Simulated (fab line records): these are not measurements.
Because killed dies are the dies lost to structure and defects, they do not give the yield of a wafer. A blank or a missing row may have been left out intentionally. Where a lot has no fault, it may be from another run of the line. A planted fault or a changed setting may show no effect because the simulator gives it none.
Problem report in the 8D (eight disciplines) form, filled by code	flow sky130	the parts of the form that need people (team, actions taken, sign-off) are left out

1. WHAT WENT WRONG
SKY_PAD_OPEN_PROBE_99, killed at contacts: mean 72 on 2 wafers (1 lot); fault-free wafers 25, standard deviation 5.5. That is +8.5 standard deviations from the usual mean.
The first sign was on wafer L793.3 at day 50 12:46, on prober-01. The record has a number at this step for 39 wafers belonging to 13 lots. Rule for "out" (also "out of limits"): further than 4 standard deviations from the usual mean. All remaining wafers that have a number are taken as sound.

2. WHAT IT IS, WHAT IT ISN'T
question	is	is not
which readings at this step	killed at contacts, killed dies	killed_at_M0_to_M3, killed_at_M4_up, killed at front end, killed open, killed short
which lots	L793	L772, L773, L774, L775, L777, L778, L780, L781, L782, L783, L794, L795
which wafers of those lots	L793.3, L793.5	L793.2
read on which tools	prober-01	prober-02
when	from day 50 12:46	up to then (31 sound wafers); but 6 sound wafers of L794, L795 came after

3. WHAT RULES OUT EACH SUSPECT
Counting: if a tool at a process step up to the reading ran every lot that is out, it stays a suspect. Sound lots after the first of them don't rule it out here, since some wafers of a struck lot are sound.
- hdpcvd-02 at SKY_CONTACT_HDPCVD_02 (deposits SiO2, target thk 565 nm, time 94.2 s): kept. It processed L793, the lot that is out, at day 37 05:43, and its most recent sound lot before then was L783 at day 33 22:52.
- cvd w-01 at SKY_VIA4_CVD_18 (deposits W, target thk 505 nm, time 152.14 s): kept. It processed L793, the lot that is out, at day 48 05:28, and its most recent sound lot before then was L783 at day 45 19:14.
- prober-01 at SKY_PAD_OPEN_PROBE_99: kept. It processed L793, the lot that is out, at day 50 12:43, and its most recent sound lot before then was L778 at day 47 07:17. On those wafers its own readings are out: killed at contacts, killed dies.
- Within hdpcvd-02 at SKY_CONTACT_HDPCVD_02: the wafers that are out ran in chamber 2; their sound lot-mates ran in chamber 1.
Left after counting: hdpcvd-02 at SKY_CONTACT_HDPCVD_02, cvd w-01 at SKY_VIA4_CVD_18, prober-01 at SKY_PAD_OPEN_PROBE_99.

4. THE CAUSE (what the simulator had put in)
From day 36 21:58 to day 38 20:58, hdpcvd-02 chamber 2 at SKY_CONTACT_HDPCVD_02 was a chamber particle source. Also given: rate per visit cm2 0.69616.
After counting, 3 suspects remain, this tool included.

5. THE EFFECT CHAIN, in route order
One row per reading whose mean, taken over the struck wafers that have a number, lies over 3 standard deviations from the usual. Only readings for which the record gives a usual standard deviation are gone through. hours: the time from each lot's start at the first step in this table that gives one to its start at this step, as a median over the lots. sigmas: the change in usual standard deviations.
hours	step	reading	usual	on struck wafers	change	sigmas
0	SKY_PAD_OPEN_PROBE_99	killed at contacts	25	72	+47	+8.5
0	SKY_PAD_OPEN_PROBE_99	killed dies	89	141	+52	+5.5
Its process steps:
- SKY_PAD_OPEN_PROBE_99

6. WHAT WOULD HAVE CAUGHT IT SOONER
In this record the first reading out of limits was taken at day 50 12:46, 327 hours after the fault began at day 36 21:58.
Of the tool readings at SKY_CONTACT_HDPCVD_02 for which the record gives a usual standard deviation, none was out on any struck wafer, so an alarm limit of 4 standard deviations on them would not have fired.
All the lots that are out (1) had begun SKY_CONTACT_HDPCVD_02 on hdpcvd-02 by day 50 12:46. None of them would have been spared by holding the tool at that moment.
